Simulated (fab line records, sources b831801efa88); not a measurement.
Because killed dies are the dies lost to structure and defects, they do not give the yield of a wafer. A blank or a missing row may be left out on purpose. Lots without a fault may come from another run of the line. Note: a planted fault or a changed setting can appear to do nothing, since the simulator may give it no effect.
Which tool was responsible?	flow sky130	37 wafers from 13 lots sampled at 2 of the route's 708 steps

## WHAT EACH GAUGE READ, for each wafer
SKY_SONOS_ONO_THK_MEAS_01.
lot	measured	on	SONOS_ONO_OXIDATION_THK (nm)
L216	day 11 22:53	film-metro-04	2.65 2.59 2.62
L219	day 13 02:56	film-metro-04	2.60 2.63 2.60
L218	day 13 05:47	film-metro-03	2.52 2.47 2.56
L220	day 13 17:21	film-metro-04	2.68 2.64 2.67
L221	day 13 20:26	film-metro-02	2.51 2.45 2.57
L223	day 14 09:54	film-metro-04	2.68 2.64 2.71
L224	day 14 14:17	film-metro-02	2.60 2.57 2.60
L227	day 15 05:08	film-metro-04	2.62 2.60
L229	day 16 05:30	film-metro-03	2.58 2.55
L236	day 18 02:28	film-metro-03	2.66 2.55 2.66
L237	day 18 15:02	film-metro-02	2.57 2.52 2.57
L238	day 18 15:04	film-metro-03	2.55 2.49 2.52
L239	day 18 22:01	film-metro-04	2.62 2.56 2.55

SKY_GATE_OXIDE_TW_MEAS_14.
lot	measured	on	GATE_OXIDE_TW
L216	day 14 11:16	film-metro-03	221.9 223.5 222.2
L219	day 15 11:12	film-metro-04	220.0 218.5 218.6
L218	day 15 18:08	film-metro-04	219.2 218.7 219.0
L220	day 16 05:06	film-metro-04	217.8 219.1 219.9
L221	day 16 06:31	film-metro-01	224.0 224.9 224.9
L223	day 16 20:24	film-metro-01	224.5 224.9 223.8
L224	day 17 03:38	film-metro-04	220.5 218.8 220.3
L227	day 17 21:59	film-metro-03	222.7 222.5
L229	day 18 23:55	film-metro-04	218.9 217.0
L236	day 20 20:59	film-metro-01	227.0 226.5 226.8
L237	day 21 12:05	film-metro-01	225.0 224.6 224.8
L238	day 21 12:05	film-metro-03	220.8 221.2 221.0
L239	day 21 16:08	film-metro-03	220.6 220.5 221.7

## WHAT TOOL EACH LOT RAN ON (gives the tool, then ch and the chambers of the sampled wafers, and finally the start)
Record: no process step prior to these readings.

## AS READ BY THE TOOLS THEMSELVES (means over the sampled wafers that have a number; for cases with no such wafer, the mark the record gives instead)
The record holds no such reading with a usual standard deviation.

## THE ANSWER, worked out from the rows above alone
Rule: what is usual is taken from the lots themselves. Put in order of their means at a reading, lots are off if they are a third of the lots or fewer, leave a main group of 4 or more, and stand apart from it by a gap of 3 or more times the standard deviation of the main group's means; of several such gaps the widest counts. If all means in a main group match to the digits the tables above print for the reading, that group is not used. A lot without any number at a reading at which 4 lots or more have one is off too. The other lots that the step has rows for count as sound. First the gauges in route order, then the tools' own readings, where a lot's mean is used as printed above. The first step at which some lot is off is used, and at that step the reading that is off furthest; a lot without a number counts as furthest.
None of the lots is off at any reading shown; this tells nothing.

## WHAT WAS PUT IN BY THE SIMULATOR
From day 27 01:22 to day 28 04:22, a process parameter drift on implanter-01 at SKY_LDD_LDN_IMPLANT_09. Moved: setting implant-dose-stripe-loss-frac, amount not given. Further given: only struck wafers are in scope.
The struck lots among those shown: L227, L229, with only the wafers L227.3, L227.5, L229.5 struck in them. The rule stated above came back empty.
